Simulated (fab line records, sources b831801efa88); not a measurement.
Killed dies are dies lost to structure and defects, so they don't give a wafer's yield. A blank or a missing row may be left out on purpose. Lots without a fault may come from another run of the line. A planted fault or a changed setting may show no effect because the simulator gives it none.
fab line records | flow sky130
record lots=6 wafers=18 last_day=50
route steps=708 shown SPACER@306 POLY_CUT@307 SD_P@320 RES_XHIGH@332 SD_N@342 PAD_OPEN@708
lots that met no fault: from a run of the same line without faults
start_h: hours from the record's first day to the start of the lot's first wafer shown | wait_h: hours since the lot's step before | " the same as in the row above | L1.1+2: a row that stands for several wafers | - no value, or no start given | * or withheld: withheld | < > ~ a bound
route shown NAME@n: a module of which the file shows steps, and the number in the route of the first | usual: mean/standard deviation of fault-free wafers | same: alike in all rows | chamber/n: place in a boat | sites: the reading at each site | _std_site: their standard deviation | _edge_site: outer sites' mean less inner sites' | radius_mm: how far each site lies from the wafer's centre | mask NAME#n: copy n | behind: the tool/chamber that last shaped the wafer | hold: why the lot was held/for how many hours/how that ended | device: the transistor (n, p or np) that didn't switch | end of line: the same wafers' tests at the end of the route | a step without rows: its recipe alone | killed: dies lost to structure and defects at the first sort, not the wafer's yield | map: a wafer's dies, x killed, . not, _ none there
set.NAME: the setting as run; set.NAME@STEP: as run at that earlier step | model.NAME: the simulator's own value behind a step, which no gauge read
lots at some steps of the route; a table a step, a row a wafer
services: from which hour (start_h, from the record's first day; less than 0 if before it) a tool's chamber was out of use, for how many hours, and why
## steps
# step SKY_SPACER_ETCHBACK_02
# recipe chemistry=CH3F/O2 target=Si3N4 stop_on=SiO2 source_w=400 bias_w=80 pressure_mtorr=25 ch3f_flow_sccm=40 O2_flow_sccm=30 time_s=46.7 target_depth_a=450
# usual drypump_motor_current_A=5.9/0.31 oes_product_au=0.854/0.0062 throttle_valve_pct=10.564/0.0087
# columns lot.wafer tool chamber start_h wait_h drypump_motor_current_A oes_product_au rf_hours_counter_h throttle_valve_pct
L137.1 rie_diel-03 2 553.13 0.1 6.1 0.855 11 10.571
L137.4 " 0 " " 6.2 0.859 8 10.554
L137.6 " 1 " " 5.1 0.862 - 10.551
L144.1 rie_diel-02 2 646.04 0.1 6.1 0.850 9 10.560
L144.3 " 1 " " 5.5 0.842 12 10.558
L144.5 " 1 " " 5.5 0.851 - 10.571
L143.1 rie_diel-01 2 650.19 0.1 6.1 0.843 8 10.543
L143.2 " 1 " " 5.9 0.852 5 10.559
L143.3 " 3 " " 6.0 0.848 0 10.567
L146.1 rie_diel-03 1 651.38 0.1 5.1 0.850 1 10.585
L146.4 " 0 " " 6.2 0.853 10 10.562
L146.6 " 1 " " 5.1 0.857 - 10.547
L155.3 rie_diel-02 0 685.24 0.0 5.8 0.863 3 10.577
L155.4 " 1 " " 5.5 0.858 12 10.562
L155.6 " 2 " " 6.1 0.859 - 10.556
L158.2 rie_diel-03 3 700.13 0.0 6.0 0.855 14 10.571
L158.4 " 0 " " 6.3 0.850 11 10.566
L158.6 " 1 " " 5.1 0.855 - 10.564
# step SKY_POLY_CUT_DEHYDRATE_00
# recipe temp_c=200 time_s=60
# step SKY_POLY_CUT_HMDS_01
# recipe prime_time_s=60 prime_temp_c=120
# step SKY_POLY_CUT_COAT_02
# recipe resist=BARC temp_c=withheld time_s=withheld spin_rpm=3000 resist_thk_nm=60
# step SKY_POLY_CUT_COAT_03
# recipe resist=KrF-thick spin_rpm=3000 resist_thk_nm=450
# step SKY_POLY_CUT_SOFTBAKE_04
# recipe temp_c=100 time_s=90 resist=KrF-thick
# step SKY_POLY_CUT_EXPOSE_05
# recipe mask_id=NPCM na=0.8 source_shape=annular sigma_inner=0.55 sigma_outer=0.85 target_cd_nm=270 dose_mj=32
# step SKY_POLY_CUT_PEB_06
# recipe peb_temp_c=withheld peb_time_s=withheld resist=KrF-thick
# step SKY_POLY_CUT_DEVELOP_07
# recipe develop_time_s=60 resist=KrF-thick dev_temp_c=21
# step SKY_POLY_CUT_CD_MEAS_08
# recipe target_cd_nm=270
# usual cd_nm=269.9/1.3
# columns lot.wafer tool chamber start_h wait_h cd_nm
L137.1 cd_sem-02 - 582.64 - 269.2
L137.4 " - " " 269.1
L137.6 " - " " 269.1
L144.1 cd_sem-01 - 674.59 - 269.7
L144.3 " - " " 270.7
L144.5 " - " " 270.8
L143.1 cd_sem-02 - 678.97 - 268.4
L143.2 " - " " 269.7
L143.3 " - " " 270.5
L146.1 cd_sem-01 - 680.52 - 268.8
L146.4 " - " " 268.7
L146.6 " - " " 268.4
L155.3 cd_sem-02 - 713.76 - 268.4
L155.4 " - " " 268.5
L155.6 " - " " 269.3
L158.2 cd_sem-02 - 727.44 - 271.2
L158.4 " - " " 270.4
L158.6 " - " " 271.3
# step SKY_POLY_CUT_OVL_MEAS_09
# usual POLY_CUT_OVL=1/5.6
# columns lot.wafer tool chamber start_h wait_h POLY_CUT_OVL[nm]
L137.1 overlay-01 - 582.76 0.1 -7
L137.4 " - " " -17
L137.6 " - " " -13
L144.1 overlay-02 - 674.71 0.1 0
L144.3 " - " " 2
L144.5 " - " " 4
L143.1 overlay-01 - 679.09 0.1 0
L143.2 " - " " 0
L143.3 " - " " -1
L146.1 overlay-02 - 680.64 0.1 -3
L146.4 " - " " 2
L146.6 " - " " 8
L155.3 overlay-01 - 713.85 0.1 0
L155.4 " - " " -5
L155.6 " - " " -4
L158.2 overlay-01 - 727.55 0.1 -9
L158.4 " - " " -6
L158.6 " - " " -10
# step SKY_POLY_CUT_ETCH_10
# recipe chemistry=N2/H2 target=BARC ion_energy_ev=200 source_w=500 bias_w=100 pressure_mtorr=30 n2_flow_sccm=100 h2_flow_sccm=200 stop_on=SiO2 time_s=45.9 target_depth_a=600
# usual drypump_motor_current_A=5.8/0.55 oes_product_au=0.855/0.005 throttle_valve_pct=13.224/0.009
# columns lot.wafer tool chamber start_h wait_h drypump_motor_current_A oes_product_au rf_hours_counter_h throttle_valve_pct
L137.1 rie_diel-02 2 582.80 0.0 6.1 0.853 8 13.218
L137.4 " 0 " " 5.9 0.851 0 13.237
L137.6 " 3 " " 5.8 0.855 - 13.207
L144.1 rie_diel-03 2 674.75 0.0 6.1 0.851 13 13.222
L144.3 " 1 " " 5.1 0.866 1 13.221
L144.5 " 3 " " 6.0 0.861 - 13.217
L143.1 rie_diel-04 3 679.13 0.0 6.2 0.843 9 13.226
L143.2 " 2 " " 5.5 0.858 16 13.231
L143.3 " 0 " " 4.7 0.858 14 13.213
L146.1 rie_diel-03 0 680.68 0.0 6.2 0.851 10 13.235
L146.4 " 3 " " 6.0 0.853 14 13.220
L146.6 " 3 " " 6.0 0.856 - 13.220
L155.3 rie_diel-03 1 713.88 0.0 5.1 0.862 2 13.231
L155.4 " 2 " " 6.1 0.866 14 13.211
L155.6 " 0 " " 6.2 0.845 - 13.226
L158.2 rie_diel-02 0 727.58 0.0 5.8 0.860 4 13.231
L158.4 " 1 " " 5.5 0.856 13 13.234
L158.6 " 2 " " 6.1 0.849 - 13.233
# step SKY_POLY_CUT_ETCH_11
# recipe target=Si3N4 chemistry=CF4/CH2F2/Ar stop_on=poly-Si source_w=600 bias_w=150 pressure_mtorr=40 cf4_flow_sccm=40 ch2f2_flow_sccm=20 Ar_flow_sccm=150 time_s=42.5 target_depth_a=600
# usual drypump_motor_current_A=5.8/0.55 mfc_ar_sccm=150.0/0.51 oes_product_au=0.828/0.0069 throttle_valve_pct=14.995/0.0094
# columns lot.wafer tool chamber start_h wait_h drypump_motor_current_A mfc_ar_sccm oes_product_au rf_hours_counter_h throttle_valve_pct
L137.1 rie_diel-02 2 582.84 0.0 6.1 149.8 0.821 8 14.988
L137.4 " 0 " " 5.9 149.0 0.827 0 14.991
L137.6 " 3 " " 5.8 149.3 0.822 - 14.988
L144.1 rie_diel-03 2 674.79 0.0 6.1 150.1 0.821 13 14.996
L144.3 " 1 " " 5.1 150.1 0.822 1 14.997
L144.5 " 3 " " 6.0 149.3 0.828 - 14.989
L143.1 rie_diel-04 3 679.17 0.0 6.2 149.8 0.830 9 14.991
L143.2 " 2 " " 5.5 149.8 0.842 16 15.015
L143.3 " 0 " " 4.7 150.4 0.842 14 14.990
L146.1 rie_diel-03 0 680.72 0.0 6.3 150.4 0.827 10 14.979
L146.4 " 3 " " 6.0 150.1 0.825 14 15.011
L146.6 " 3 " " 6.0 150.0 0.821 - 15.007
L155.3 rie_diel-03 1 713.92 0.0 5.1 150.0 0.830 2 14.999
L155.4 " 2 " " 6.1 150.0 0.822 14 14.991
L155.6 " 0 " " 6.3 150.6 0.836 - 15.010
L158.2 rie_diel-02 0 727.62 0.0 5.9 150.0 0.819 4 14.982
L158.4 " 1 " " 5.5 149.6 0.827 13 14.999
L158.6 " 2 " " 6.1 150.2 0.820 - 14.994
# step SKY_POLY_CUT_STRIP_12
# recipe chemistry=O2/N2 power_w=1400 pressure_mtorr=1500 platen_temp_c=withheld o2_flow_sccm=3000 n2_flow_sccm=300 overash_fraction=0.5
# usual drypump_motor_current_A=5.86/0.25 oes_product_au=0.453/0.0043 strip_time_to_endpoint_s=5.359/0.015
# columns lot.wafer tool chamber start_h wait_h drypump_motor_current_A oes_product_au rf_hours_counter_h strip_time_to_endpoint_s
L137.1 plasma_asher-03 1 582.88 0.0 5.66 0.451 48 5.336
L137.4 " 1 " " 5.66 0.450 - 5.340
L137.6 " 1 " " 5.66 0.449 - 5.336
L144.1 plasma_asher-03 0 674.83 0.0 6.09 0.455 57 5.350
L144.3 " 1 " " 5.66 0.449 - 5.355
L144.5 " 0 " " 6.06 0.453 - 5.389
L143.1 plasma_asher-04 0 679.21 0.0 6.22 0.449 91 5.368
L143.2 " 1 " " 5.52 0.446 91 5.354
L143.3 " 1 " " 5.51 0.452 - 5.364
L146.1 plasma_asher-04 1 680.76 0.0 5.53 0.457 91 5.378
L146.4 " 0 " " 6.16 0.449 - 5.383
L146.6 " 0 " " 6.15 0.456 - 5.385
L155.3 plasma_asher-04 1 713.99 0.1 5.50 0.452 - 5.355
L155.4 " 0 " " 6.17 0.453 - 5.359
L155.6 " 1 " " 5.49 0.446 - 5.376
L158.2 plasma_asher-03 0 727.66 0.0 6.08 0.454 62 5.364
L158.4 " 0 " " 6.06 0.454 - 5.352
L158.6 " 1 " " 5.63 0.451 - 5.377
# step SKY_SD_P_DEHYDRATE_00
# recipe temp_c=200 time_s=60
# step SKY_SD_P_HMDS_01
# recipe prime_time_s=60 prime_temp_c=120
# step SKY_SD_P_COAT_02
# recipe resist=NOVOLAK spin_rpm=3000 resist_thk_nm=1140
# step SKY_SD_P_SOFTBAKE_03
# recipe temp_c=90 time_s=60 resist=NOVOLAK
# step SKY_SD_P_EXPOSE_04
# recipe mask_id=PSDM na=0.6 source_shape=conventional sigma_outer=0.6 polarization=unpolarized target_cd_nm=380 dose_mj=138
# step SKY_SD_P_PEB_05
# recipe temp_c=withheld time_s=* resist=NOVOLAK
# step SKY_SD_P_DEVELOP_06
# recipe resist=NOVOLAK developer=TMAH develop_time_s=60 dev_temp_c=23
# step SKY_SD_P_CD_MEAS_07
# recipe target_cd_nm=380
# usual cd_nm=380.2/2.7
# columns lot.wafer tool chamber start_h wait_h cd_nm
L137.1 cd_sem-02 - 611.62 0.1 376.3
L137.4 " - " " 375.8
L137.6 " - " " 376.0
L144.1 cd_sem-01 - 702.47 0.1 381.5
L144.3 " - " " 381.0
L144.5 " - " " 378.9
L143.1 cd_sem-01 - 707.30 0.1 381.4
L143.2 " - " " 380.6
L143.3 " - " " 379.3
L146.1 cd_sem-01 - 709.22 0.1 379.8
L146.4 " - " " 379.2
L146.6 " - " " 381.2
L155.3 cd_sem-01 - 741.08 0.1 379.2
L155.4 " - " " 377.8
L155.6 " - " " 379.3
L158.2 cd_sem-01 - 753.42 0.1 379.0
L158.4 " - " " 379.4
L158.6 " - " " 378.3
# step SKY_SD_P_OVL_MEAS_08
# usual SD_P_OVL=1.0/1.3
# columns lot.wafer tool chamber start_h wait_h SD_P_OVL[nm]
L137.1 overlay-01 - 611.74 0.1 -1.3
L137.4 " - " " -0.2
L137.6 " - " " 1.0
L144.1 overlay-02 - 702.59 0.1 0.7
L144.3 " - " " 1.3
L144.5 " - " " -0.1
L143.1 overlay-01 - 707.42 0.1 2.0
L143.2 " - " " 0.8
L143.3 " - " " 1.7
L146.1 overlay-01 - 709.34 0.1 2.2
L146.4 " - " " 0.9
L146.6 " - " " 2.6
L155.3 overlay-02 - 741.18 0.1 -0.6
L155.4 " - " " 0.6
L155.6 " - " " 0.3
L158.2 overlay-01 - 753.53 0.1 2.5
L158.4 " - " " 3.3
L158.6 " - " " 2.6
# step SKY_SD_P_IMPLANT_09
# recipe species=BF2 energy_kev=20.1 dose_cm2=3e+15 tilt_deg=0
# step SKY_SD_P_STRIP_10
# recipe chemistry=O2/N2 power_w=1400 pressure_mtorr=1500 platen_temp_c=withheld o2_flow_sccm=3000 n2_flow_sccm=300 overash_fraction=0.5
# usual drypump_motor_current_A=5.5/0.5 oes_product_au=0.617/0.0049 strip_time_to_endpoint_s=17.50/0.039
# columns lot.wafer tool chamber start_h wait_h drypump_motor_current_A oes_product_au rf_hours_counter_h strip_time_to_endpoint_s
L137.1 plasma_asher-02 0 611.93 0.1 5.2 0.614 92 17.47
L137.4 " 1 " " 4.7 0.617 - 17.49
L137.6 " 1 " " 4.7 0.612 - 17.48
L144.1 plasma_asher-02 1 702.78 0.1 4.7 0.615 101 17.46
L144.3 " 1 " " 4.7 0.614 - 17.48
L144.5 " 1 " " 4.7 0.612 - 17.44
L143.1 plasma_asher-02 0 707.61 0.1 5.2 0.617 102 17.56
L143.2 " 1 " " 4.7 0.622 102 17.54
L143.3 " 0 " " 5.2 0.620 - 17.49
L146.1 plasma_asher-04 1 709.53 0.1 5.5 0.617 94 17.52
L146.4 " 0 " " 6.2 0.621 - 17.52
L146.6 " 0 " " 6.2 0.621 - 17.51
L155.3 plasma_asher-04 1 741.38 0.1 5.5 0.625 - 17.49
L155.4 " 0 " " 6.2 0.620 - 17.57
L155.6 " 0 " " 6.2 0.626 - 17.48
L158.2 plasma_asher-04 0 753.71 0.1 6.2 0.619 98 17.44
L158.4 " 1 " " 5.5 0.614 - 17.49
L158.6 " 1 " " 5.5 0.619 - 17.48
# step SKY_SD_P_TW_MEAS_11
# usual SD_P_TW=2851/26
# columns lot.wafer tool chamber start_h wait_h SD_P_TW
L137.1 film_metro-03 - 612.03 0.1 2874
L137.4 " - " " 2876
L137.6 " - " " 2866
L144.1 film_metro-02 - 702.88 0.1 2810
L144.3 " - " " 2824
L144.5 " - " " 2827
L143.1 film_metro-02 - 707.71 0.1 2821
L143.2 " - " " 2844
L143.3 " - " " 2836
L146.1 film_metro-02 - 709.63 0.1 2821
L146.4 " - " " 2830
L146.6 " - " " 2830
L155.3 film_metro-02 - 741.47 0.1 2824
L155.4 " - " " 2818
L155.6 " - " " 2827
L158.2 film_metro-04 - 753.82 0.1 2863
L158.4 " - " " 2870
L158.6 " - " " 2849
# step SKY_RES_XHIGH_DEHYDRATE_00
# recipe temp_c=200 time_s=60
# step SKY_RES_XHIGH_HMDS_01
# recipe prime_time_s=60 prime_temp_c=120
# step SKY_RES_XHIGH_COAT_02
# recipe resist=NOVOLAK spin_rpm=3000 resist_thk_nm=1140
# step SKY_RES_XHIGH_SOFTBAKE_03
# recipe temp_c=90 time_s=60 resist=NOVOLAK
# step SKY_RES_XHIGH_EXPOSE_04
# recipe mask_id=URPM na=0.6 source_shape=conventional sigma_outer=0.6 polarization=unpolarized target_cd_nm=1270 dose_mj=140
# step SKY_RES_XHIGH_PEB_05
# recipe temp_c=withheld time_s=* resist=NOVOLAK
# step SKY_RES_XHIGH_DEVELOP_06
# recipe resist=NOVOLAK developer=TMAH develop_time_s=60 dev_temp_c=23
# step SKY_RES_XHIGH_IMPLANT_07
# recipe species=BF2 energy_kev=20 dose_cm2=3.6e+14 tilt_deg=0
# step SKY_RES_XHIGH_STRIP_08
# recipe chemistry=O2/N2 power_w=1400 pressure_mtorr=1500 platen_temp_c=withheld o2_flow_sccm=3000 n2_flow_sccm=300 overash_fraction=0.5
# usual drypump_motor_current_A=5.8/0.33 oes_product_au=0.710/0.0051 strip_time_to_endpoint_s=14.27/0.038
# columns lot.wafer tool chamber start_h wait_h drypump_motor_current_A oes_product_au rf_hours_counter_h strip_time_to_endpoint_s
L137.1 plasma_asher-01 1 640.89 0.1 6.0 0.722 21 14.37
L137.4 " 0 " " 5.6 0.710 - 14.38
L137.6 " 0 " " 5.6 0.716 - 14.36
L144.1 plasma_asher-01 1 731.09 0.1 6.1 0.710 29 14.32
L144.3 " 1 " " 6.1 0.713 - 14.29
L144.5 " 0 " " 5.6 0.709 - 14.35
L143.1 plasma_asher-03 0 734.94 0.1 6.1 0.714 63 14.27
L143.2 " 1 " " 5.7 0.705 63 14.26
L143.3 " 1 " " 5.7 0.710 - 14.29
L146.1 plasma_asher-01 1 737.53 0.1 6.1 0.711 30 14.26
L146.4 " 0 " " 5.7 0.714 - 14.29
L146.6 " 0 " " 5.6 0.710 - 14.24
L155.3 plasma_asher-01 0 767.44 0.1 5.6 0.716 - 14.26
L155.4 " 1 " " 6.0 0.718 - 14.21
L155.6 " 0 " " 5.6 0.708 - 14.31
L158.2 plasma_asher-03 1 779.63 0.1 5.6 0.712 68 14.31
L158.4 " 1 " " 5.7 0.712 - 14.31
L158.6 " 0 " " 6.1 0.702 - 14.30
# step SKY_RES_XHIGH_TW_MEAS_09
# usual RES_XHIGH_TW=1653/15
# columns lot.wafer tool chamber start_h wait_h RES_XHIGH_TW
L137.1 film_metro-02 - 640.99 0.1 1640
L137.4 " - " " 1645
L137.6 " - " " 1635
L144.1 film_metro-04 - 731.19 0.1 1672
L144.3 " - " " 1669
L144.5 " - " " 1668
L143.1 film_metro-04 - 735.04 0.1 1655
L143.2 " - " " 1660
L143.3 " - " " 1662
L146.1 film_metro-04 - 737.63 0.1 1668
L146.4 " - " " 1666
L146.6 " - " " 1666
L155.3 film_metro-04 - 767.52 0.1 1674
L155.4 " - " " 1671
L155.6 " - " " 1664
L158.2 film_metro-04 - 779.74 0.1 1670
L158.4 " - " " 1657
L158.6 " - " " 1672
# step SKY_SD_N_DEHYDRATE_00
# recipe temp_c=200 time_s=60
# step SKY_SD_N_HMDS_01
# recipe prime_time_s=60 prime_temp_c=120
# step SKY_SD_N_COAT_02
# recipe resist=NOVOLAK spin_rpm=3060 resist_thk_nm=1140
# step SKY_SD_N_SOFTBAKE_03
# recipe temp_c=90 time_s=60 resist=NOVOLAK
# step SKY_SD_N_EXPOSE_04
# recipe mask_id=NSDM na=0.6 source_shape=conventional sigma_outer=0.6 polarization=unpolarized target_cd_nm=380 dose_mj=141
# step SKY_SD_N_PEB_05
# recipe temp_c=withheld time_s=* resist=NOVOLAK
# step SKY_PAD_OPEN_PROBE_99
# usual killed_at_M0_to_M3=42/7.4 killed_at_M4_up=3.5/1.9 killed_at_contacts=24/5.2 killed_at_front_end=15/4.5 killed_at_other=0.2/0.53 killed_dies=85/9.8 killed_on_rim=17/4.2 killed_open=46/7.6 killed_short=39/6.5
# same gross_dies=492 killed_at_back_side=0
# columns lot.wafer tool chamber start_h wait_h killed_at_M0_to_M3 killed_at_M4_up killed_at_contacts killed_at_front_end killed_at_other killed_dies killed_on_rim killed_open killed_short
L137.1 prober-02 - 1087.52 0.1 50 3 23 14 1 91 19 44 47
L137.4 prober-02 - 1087.67 0.2 47 4 24 11 0 86 17 46 40
L137.6 prober-02 - 1087.77 0.2 38 5 20 5 1 69 12 33 36
L144.1 prober-01 - 1158.77 0.1 49 2 34 10 2 97 19 48 49
L144.3 prober-01 - 1158.87 0.2 28 2 21 11 0 62 8 40 22
L144.5 prober-01 - 1158.97 0.2 39 7 22 16 0 84 15 39 45
L143.1 prober-01 - 1161.57 0.1 36 2 23 21 0 82 13 50 32
L143.2 prober-01 - 1161.62 0.1 35 6 23 15 1 80 12 44 36
L143.3 prober-01 - 1161.67 0.2 43 5 21 7 0 76 18 38 38
L146.1 prober-02 - 1164.45 0.1 38 4 27 102 0 171 71 49 43
L146.4 prober-02 - 1164.60 0.2 50 2 20 13 1 86 20 47 39
L146.6 prober-02 - 1164.70 0.2 34 5 29 11 0 79 18 47 32
L155.3 prober-01 - 1185.30 0.2 37 5 36 59 1 138 30 62 37
L155.4 prober-01 - 1185.35 0.2 47 4 26 22 0 99 19 50 49
L155.6 prober-01 - 1185.45 0.2 35 8 30 16 0 89 14 55 34
L158.2 prober-01 - 1188.00 0.1 39 5 18 17 0 79 15 42 36
L158.4 prober-01 - 1188.10 0.2 45 4 20 23 1 93 20 52 41
L158.6 prober-01 - 1188.20 0.2 49 5 36 14 1 105 25 50 55
# killed by level:class
L137.1 VIA1:geometric_particle:open=14 LI_CONTACT:geometric_particle:open=8 METAL2:geometric_particle:short=8 VIA3:geometric_particle:open=6 VIA1:geometric_particle:short=5 CONTACT:geometric_particle:open=5 VIA2:geometric_particle:short=5 FIELD_ISO:geometric_particle:short=4
L137.4 VIA1:geometric_particle:open=8 LI_CONTACT:geometric_particle:open=7 CONTACT:geometric_particle:open=7 VIA3:geometric_particle:open=6 VIA1:geometric_particle:short=6 METAL1:geometric_particle:short=5 VIA3:geometric_particle:short=5 VIA2:geometric_particle:open=4
L137.6 LI_CONTACT:geometric_particle:open=6 CONTACT:geometric_particle:open=6 METAL1:geometric_particle:short=6 VIA2:geometric_particle:open=6 VIA1:geometric_particle:short=5 VIA1:geometric_particle:open=5 LOCAL_INTERCONNECT:geometric_particle:short=4 METAL3:geometric_particle:short=4
L144.1 CONTACT:geometric_particle:open=14 VIA1:geometric_particle:open=10 LI_CONTACT:geometric_particle:open=8 METAL1:geometric_particle:short=8 VIA2:geometric_particle:open=7 CONTACT:geometric_particle:short=7 VIA3:geometric_particle:short=5 FIELD_ISO:geometric_particle:short=4
L144.3 LI_CONTACT:geometric_particle:open=8 CONTACT:geometric_particle:open=7 VIA1:geometric_particle:open=6 VIA3:geometric_particle:open=6 METAL2:geometric_particle:short=4 POLY_GATE:geometric_particle:short=3 SPACER:geometric_particle:open=3 LI_CONTACT:geometric_particle:short=3
L144.5 VIA2:geometric_particle:open=8 VIA1:geometric_particle:open=7 CONTACT:geometric_particle:short=6 METAL4:geometric_particle:short=6 FIELD_ISO:geometric_particle:short=5 LI_CONTACT:geometric_particle:short=5 CONTACT:geometric_particle:open=5 METAL2:geometric_particle:short=5
L143.1 CONTACT:geometric_particle:open=10 VIA1:geometric_particle:open=9 FIELD_ISO:geometric_particle:open=6 VIA2:geometric_particle:short=6 POLY_GATE:geometric_particle:open=5 METAL1:geometric_particle:short=5 VIA3:geometric_particle:open=5 CONTACT:geometric_particle:short=4
L143.2 VIA1:geometric_particle:open=8 LI_CONTACT:geometric_particle:open=7 CONTACT:geometric_particle:open=7 VIA1:geometric_particle:short=6 POLY_GATE:geometric_particle:open=5 METAL4:geometric_particle:short=5 LOCAL_INTERCONNECT:geometric_particle:short=4 VIA2:geometric_particle:open=4
L143.3 CONTACT:geometric_particle:open=11 METAL1:geometric_particle:short=7 VIA1:geometric_particle:open=7 VIA1:geometric_particle:short=6 VIA2:geometric_particle:open=6 LOCAL_INTERCONNECT:geometric_particle:short=5 VIA3:geometric_particle:open=5 METAL4:geometric_particle:short=5
L146.1 POLY_CUT:area_etch=79 POLY_GATE:geometric_particle:open=9 METAL1:geometric_particle:short=8 CONTACT:geometric_particle:short=7 CONTACT:geometric_particle:open=7 VIA2:geometric_particle:open=7 VIA1:geometric_particle:open=6 LI_CONTACT:geometric_particle:open=6
L146.4 VIA1:geometric_particle:open=14 METAL2:geometric_particle:short=7 VIA3:geometric_particle:open=6 LI_CONTACT:geometric_particle:open=6 CONTACT:geometric_particle:open=6 METAL1:geometric_particle:short=6 FIELD_ISO:geometric_particle:short=4 LI_CONTACT:geometric_particle:short=4
L146.6 CONTACT:geometric_particle:open=9 VIA3:geometric_particle:open=8 VIA1:geometric_particle:open=8 LI_CONTACT:geometric_particle:short=7 LI_CONTACT:geometric_particle:open=7 VIA2:geometric_particle:open=5 METAL1:geometric_particle:short=4 FIELD_ISO:geometric_particle:open=4
L155.3 POLY_CUT:area_etch=39 CONTACT:geometric_particle:open=12 LI_CONTACT:geometric_particle:open=11 VIA2:geometric_particle:open=9 VIA1:geometric_particle:open=8 FIELD_ISO:geometric_particle:open=6 CONTACT:geometric_particle:short=6 LOCAL_INTERCONNECT:geometric_particle:short=5
L155.4 VIA1:geometric_particle:open=14 METAL1:geometric_particle:short=8 LI_CONTACT:geometric_particle:open=7 CONTACT:geometric_particle:open=7 POLY_GATE:geometric_particle:short=5 POLY_GATE:geometric_particle:open=5 VIA2:geometric_particle:open=5 LI_CONTACT:geometric_particle:short=4
L155.6 LI_CONTACT:geometric_particle:open=14 VIA1:geometric_particle:open=9 METAL1:geometric_particle:short=7 LOCAL_INTERCONNECT:geometric_particle:short=6 CONTACT:geometric_particle:open=5 VIA2:geometric_particle:open=5 VIA1:geometric_particle:short=4 VIA3:geometric_particle:open=4
L158.2 VIA1:geometric_particle:open=12 CONTACT:geometric_particle:open=7 VIA3:geometric_particle:open=7 METAL1:geometric_particle:short=6 POLY_GATE:geometric_particle:open=4 POLY_GATE:geometric_particle:short=4 LOCAL_INTERCONNECT:geometric_particle:short=4 VIA2:geometric_particle:open=4
L158.4 VIA2:geometric_particle:open=8 CONTACT:geometric_particle:open=8 VIA1:geometric_particle:open=8 FIELD_ISO:geometric_particle:open=7 METAL1:geometric_particle:short=7 CONTACT:geometric_particle:short=7 FIELD_ISO:geometric_particle:short=5 VIA3:geometric_particle:open=5
L158.6 CONTACT:geometric_particle:open=11 VIA1:geometric_particle:open=9 LI_CONTACT:geometric_particle:open=9 CONTACT:geometric_particle:short=8 METAL1:geometric_particle:short=8 VIA3:geometric_particle:open=6 METAL2:geometric_particle:short=6 LOCAL_INTERCONNECT:geometric_particle:short=5
# map L146.1 (x killed, . not)
__________xxxxx....x_________
________x....x...xxxx._______
______xxxxxx...x.x....xx_____
_____x.....x.........x..x____
____xx...x.....x...xx..x.x___
___x.........x.....x...x.xx__
__x..xx.........x.......x.x._
_x.......x..............x.xxx
_xx.x...x...x.............xx.
_xx.....x.....x......xx....x.
_.......x..x...x...x.x...x.x.
_xxx...............x.....xx.x
_xx.xxxxx......x..........xxx
_xx...xx...........xxx.....xx
_x...x..........x.xx......xxx
__xxx.x.x.............x.xxxx_
___x.x....x.......x..x..xxx__
____x.x....xx.......x..xxx___
_____x.....x.......x..x.x____
______xx.xx.....x.xxxxxx_____
________xxx.x.xxx.xxxx_______
__________xxxxxxxxxx_________
# map L155.3 (x killed, . not)
__________xx.x...x.._________
________..........x.x._______
______.........x...x..x._____
_____.x.....x..x.....xx..____
____x....x..x.x....x.....x___
___..x........x.x.x..x.xx.x__
__...x....x...x.......xxxxxx_
_x...x..x.......x........xx.x
_.xx.xx....x.......x.....x.xx
_...x..............x..x...xxx
_....x.x.x..x..x....x..x.xxxx
_.........xx....xx....x...x.x
_......x....x.....x.x..x..x.x
_....xx.x.....x......xx....x.
_.x.....................xxx..
__.....x.xx....x.x.x.....x.._
___..xx.....x.xxxx....xx..x__
____...x......x.xxx...xx..___
_____..xx.x....x.....x...____
______.x....x........xxx_____
________...x...xx.xx.._______
__________.....xxxx._________
## services
# columns tool chamber start_h hours kind
rie_diel-02 0 531.41 - clean
rie_diel-04 1 539.01 17.9 repair
rie_diel-03 0 540.00 5.3 repair
rie_diel-02 0 553.81 3.7 repair
rie_diel-02 0 563.16 5.4 repair
rie_diel-03 1 563.33 - clean
rie_diel-03 1 563.33 24.2 scheduled_down
rie_diel-03 1 563.33 24.2 vent_cycle
rie_diel-03 3 585.87 18.8 repair
rie_diel-04 3 586.67 4.5 repair
rie_diel-03 1 590.79 5.7 repair
plasma_asher-04 - 610.27 2.4 repair
rie_diel-01 2 620.07 8.4 repair
rie_diel-03 - 626.58 14.6 pm
rie_diel-02 3 636.07 18.0 repair
rie_diel-04 2 637.16 16.4 repair
rie_diel-04 0 638.59 9.4 repair
rie_diel-04 - 658.13 2.8 pm
rie_diel-02 - 668.89 14.6 pm
rie_diel-03 0 686.88 7.1 repair
plasma_asher-02 - 724.21 1.7 repair
plasma_asher-02 - 733.75 9.0 pm
rie_diel-01 0 750.53 21.5 repair
rie_diel-01 1 777.65 9.1 repair
## key
first_sign step=SKY_PAD_OPEN_PROBE_99 reading=killed_at_front_end direction=up sigmas=15 usual=15 struck=80
effect step=SKY_PAD_OPEN_PROBE_99 reading=killed_dies direction=up sigmas=7.1 usual=85 struck=154
more_kills_born_at SKY_POLY_CUT_ETCH_11@rie_diel-03=118
met_at SKY_POLY_CUT_ETCH_11
struck_wafers L146.1,L155.3
tester_left_out L146,L155
onset_between 674.79 680.72
fault kind=process_parameter_drift tool=rie_diel-03 chamber=- onset_h=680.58 steps=SKY_POLY_CUT_ETCH_11 channel=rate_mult offset=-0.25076 shape=step end_h=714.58 scope=struck_wafers_only
# tester_left_out: of these lots the tester's yield and bins aren't shown, on N5 and GAA mostly nor the transistor test; their killed dies are dies lost to structure and defects alone, not to doping, threshold or leakage, so they don't give the yield
